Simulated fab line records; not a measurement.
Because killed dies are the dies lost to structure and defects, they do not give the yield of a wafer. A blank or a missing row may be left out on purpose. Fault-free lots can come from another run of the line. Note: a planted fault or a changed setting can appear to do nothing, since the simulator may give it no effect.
Which tool is to blame? ; flow gf180mcu ; 18 wafers from 6 lots sampled at 3 of the route's 602 steps

## WHAT THE GAUGES SHOWED, per wafer
GF_PASSIVATION_THK_MEAS_01.
lot;measured;on;PASSIVATION_CVD_00_THK (nm)
L309;day 30 03:58;film-metro-01;988 1032 989
L315;day 31 22:57;film-metro-03;982 986 993
L318;day 32 14:38;film-metro-01;1005 978 993
L320;day 32 23:37;film-metro-01;990 1002 997
L323;day 33 19:37;film-metro-03;979 967 1011
L325;day 34 00:08;film-metro-03;1002 1001 987

## TOOL THAT RAN EACH LOT (tool first, then ch and the chambers of the sampled wafers, then the start)
lot;GF_V4_ETCH_17;GF_PASSIVATION_CVD_00
L309;rie-diel-03 ch 0,2,3, day 30 03:53 or earlier;pecvd-02 ch 0,1,2, day 30 03:53
L315;rie-diel-01 ch 0,2,3, day 31 22:52 or earlier;pecvd-04 ch 0,1,2, day 31 22:52
L318;rie-diel-01 ch 0,2, day 32 14:34 or earlier;pecvd-04 ch 0,1,2, day 32 14:34
L320;rie-diel-01 ch 0,2,3, day 32 23:31 or earlier;pecvd-03 ch 0,2, day 32 23:31
L323;rie-diel-01 ch 1,2,3, day 33 19:32 or earlier;pecvd-02 ch 0,1,2, day 33 19:32
L325;rie-diel-02 ch 0,1,2, day 34 00:04 or earlier;pecvd-02 ch 0,1,2, day 34 00:04
- GF_V4_ETCH_17: etches SiO2 in C4F8/O2/Ar, stops on TiN, target depth 630 nm.
- GF_PASSIVATION_CVD_00: deposits SiO2 from TEOS, target thk 1000 nm, time 111.95 s.

## THE ANSWER, worked out from the rows above alone
Rule: the usual values come from the lots themselves. The widest of any qualifying gaps counts: lots, ordered by their means at a reading, are off when they make up no more than a third of the lots, leave a main group of 4 or more, and stand apart from it by 3 or more times the standard deviation of that group's means. The tables above print the reading to a certain number of digits; a main group whose means all agree to those digits is not used. A lot without any number at a reading at which 4 lots or more have one is off too. All remaining lots with rows at the step are treated as sound.
Across all readings shown, no lot is off: no conclusion can be drawn from this.

## WHAT THE SIMULATOR HAD INSERTED
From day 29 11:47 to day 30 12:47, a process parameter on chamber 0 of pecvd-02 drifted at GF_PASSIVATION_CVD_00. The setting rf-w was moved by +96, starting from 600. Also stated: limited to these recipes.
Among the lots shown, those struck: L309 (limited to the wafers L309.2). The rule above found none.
